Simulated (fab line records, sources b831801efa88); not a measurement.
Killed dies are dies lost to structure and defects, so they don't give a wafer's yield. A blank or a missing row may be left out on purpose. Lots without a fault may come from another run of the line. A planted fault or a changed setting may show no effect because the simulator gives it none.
Problem report in the 8D (eight disciplines) form, filled by code | flow sky130 | the parts of the form that need people (team, actions taken, sign-off) are left out

1. THE PROBLEM
run_length_s at SKY_CAP2M_METAL_ETCH_13 reads a mean of 75.1 s on 2 wafers of 2 lots; wafers without a fault read 91.0 s with a standard deviation of 0.33. That is -48 standard deviations from the usual mean.
The step: etches TiN in Cl2/BCl3, stops on SiO2, target depth 220 nm, time 62.9 s.
First seen on wafer L229.6, day 42 08:37, on rie_metal-01. The record holds 31 wafers of 11 lots with a number at this step. Rule for "out", or "out of limits": more than 4 standard deviations from the usual mean. The other wafers with a number count as sound.

2. WHAT IT IS AND WHAT IT IS NOT
question                    | is                           | is not
which readings at this step | run_length_s, oes_product_au | drypump_motor_current_A
which lots                  | L229, L232                   | L224, L236, L239, L240, L242, L243, L244, L245, L246
which wafers of those lots  | L229.6, L232.1               | L229.2, L232.5
read on which tools         | rie_metal-01                 | rie_metal-03, rie_metal-04
when                        | from day 42 08:37            | up to then (4 sound wafers); but 25 sound wafers of L232, L236, L239, L240, L242, L243, L244, L245, L246 came after

3. SUSPECTS, AND WHAT RULES EACH OUT
Counting: a tool at a process step up to the reading stays a suspect if it ran every lot that is out. Sound lots after the first of them don't rule it out here, since some wafers of a struck lot are sound.
- rie_metal-01 at SKY_CAP2M_METAL_ETCH_13 (etches TiN in Cl2/BCl3, stops on SiO2, target depth 220 nm, time 62.9 s): kept. It ran every lot that is out, first L229 (day 42 08:37). Its own readings are out on those wafers: oes_product_au, run_length_s.
Left after counting: rie_metal-01 at SKY_CAP2M_METAL_ETCH_13.

4. THE CAUSE (what the simulator had put in)
Process parameter drift: rie_metal-01, from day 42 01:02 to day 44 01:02, at SKY_CAP2M_METAL_ETCH_13. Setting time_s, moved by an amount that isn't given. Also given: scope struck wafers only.
Counting left only this tool.

5. THE CHAIN OF EFFECTS, in route order
Each row: a reading whose mean over the struck wafers that have a number lies more than 3 standard deviations from the usual. Only readings for which the record gives a usual standard deviation are gone through. hours: the time from each lot's start at the first step in this table that gives one to its start at this step, as a median over the lots. sigmas: the change in usual standard deviations.
hours | step                    | reading                  | usual      | on struck wafers | change | sigmas
0     | SKY_CAP2M_METAL_ETCH_13 | oes_product_au           | 0.943 a.u. | 0.990            | +0.047 | +6.4
0     | SKY_CAP2M_METAL_ETCH_13 | run_length_s             | 91.0 s     | 75.1             | -15.9  | -48
0     | SKY_CAP2M_METAL_ETCH_13 | throttle_valve_pct       | 21.900 %   | 21.866           | -0.034 | -3.4
0     | SKY_CAP2M_STRIP_14      | strip_time_to_endpoint_s | 12.65 s    | 13.02            | +0.37  | +12
113   | SKY_PAD_OPEN_PROBE_99   | defect_limited_yield     | 81.9 %     | 0.0              | -81.9  | -43
113   | SKY_PAD_OPEN_PROBE_99   | killed_at_other          | 0.3        | 406.0            | +405.7 | +99 or more
113   | SKY_PAD_OPEN_PROBE_99   | killed_dies              | 89         | 492              | +403   | +43
113   | SKY_PAD_OPEN_PROBE_99   | killed_on_rim            | 17         | 96               | +79    | +21
113   | SKY_PAD_OPEN_PROBE_99   | sort_bin_3_pad_short     | 0.9 %      | 83.2             | +82.3  | +99 or more
113   | SKY_PAD_OPEN_PROBE_99   | sort_n_pass              | 403        | 0                | -403   | -43
113   | SKY_PAD_OPEN_PROBE_99   | sort_yield_pct           | 81.9 %     | 0.0              | -81.9  | -43
The process steps in it:
- SKY_CAP2M_METAL_ETCH_13: etches TiN in Cl2/BCl3, stops on SiO2, target depth 220 nm, time 62.9 s.
- SKY_CAP2M_STRIP_14: strips in O2/N2.
- SKY_PAD_OPEN_PROBE_99

6. WHAT WOULD HAVE CAUGHT IT SOONER
In this record the first reading out of limits was taken at day 42 08:37, 8 hours after the fault began at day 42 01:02.
